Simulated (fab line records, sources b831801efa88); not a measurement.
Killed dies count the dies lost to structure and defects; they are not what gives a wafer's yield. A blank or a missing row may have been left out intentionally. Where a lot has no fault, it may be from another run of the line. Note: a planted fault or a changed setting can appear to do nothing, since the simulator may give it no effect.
Problem report, 8D (eight disciplines) form, completed by code :: flow sfqLine :: the parts of the form that need people (team, actions taken, sign-off) are left out

## 1. THE ISSUE
Wafers without a fault read 215 s, standard deviation 9.9; timeToEndpointS at SFQ_TRILAYER_I7_CMP_CMP_184 reads a mean of 119 s on 5 wafers belonging to 3 lots. That puts it -9.7 standard deviations away from the usual mean.
The step: polishes SiO2.
Seen first at day 68 12:34 on cmp-01, wafer L973.6. The record holds 43 wafers of 15 lots with a number at this step. Rule for "out" (also "out of limits"): further than 4 standard deviations from the usual mean. The rest of the wafers with a number are treated as sound.

## 2. WHAT IT IS, AND WHAT IT ISN'T
question: which readings at this step
is: timeToEndpointS
is not: motorCurrentA

question: which lots
is: L973, L974, L976
is not: L962, L963, L964, L965, L966, L967, L968, L969, L970, L971, L972, L985

question: which wafers of those lots
is: L973.6, L974.5, L974.6, L976.5, L976.6
is not: L973.1, L973.2

question: read on which tools
is: cmp-01
is not: cmp-02

question: when
is: from day 68 12:34
is not: up to then (35 sound wafers); but 3 sound wafers of L985 came after

## 3. SUSPECTS, AND WHAT RULES EACH OUT
Counting: if a tool at a process step up to the reading ran every lot that is out, it stays a suspect. Sound lots after the first of them don't rule it out here, since some wafers of a struck lot are sound.
- cmp-01 at SFQ_TRILAYER_I7_CMP_CMP_184 (polishes SiO2): kept. It ran every lot that is out, first L973 (day 68 10:34); its last sound lot up to then is L972 (day 68 05:34). On those wafers its own readings are out: timeToEndpointS.
The count leaves cmp-01 at SFQ_TRILAYER_I7_CMP_CMP_184.

## 4. THE CAUSE (what the simulator had put in)
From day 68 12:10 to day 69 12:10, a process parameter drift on cmp-01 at SFQ_TRILAYER_I7_CMP_CMP_184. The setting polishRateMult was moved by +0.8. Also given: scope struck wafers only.
After counting, this tool was the only one left.

## 5. THE CHAIN OF EFFECTS, in route order
One row per reading whose mean, taken over the struck wafers that have a number, lies over 3 standard deviations from the usual. Only readings for which the record gives a usual standard deviation are gone through. hours: the time from each lot's start at the first step in this table that gives one to its start at this step, as a median over the lots. sigmas: the change in usual standard deviations.
hours: 0
step: SFQ_TRILAYER_I7_CMP_CMP_184
reading: timeToEndpointS
usual: 215 s
on struck wafers: 119
change: -96
sigmas: -9.7
It contains these process steps:
- SFQ_TRILAYER_I7_CMP_CMP_184: polishes SiO2.

## 6. WHAT WOULD HAVE CAUGHT IT SOONER
The fault began at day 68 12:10; the first out-of-limits reading in this record came at day 68 12:34, 0 hours later.
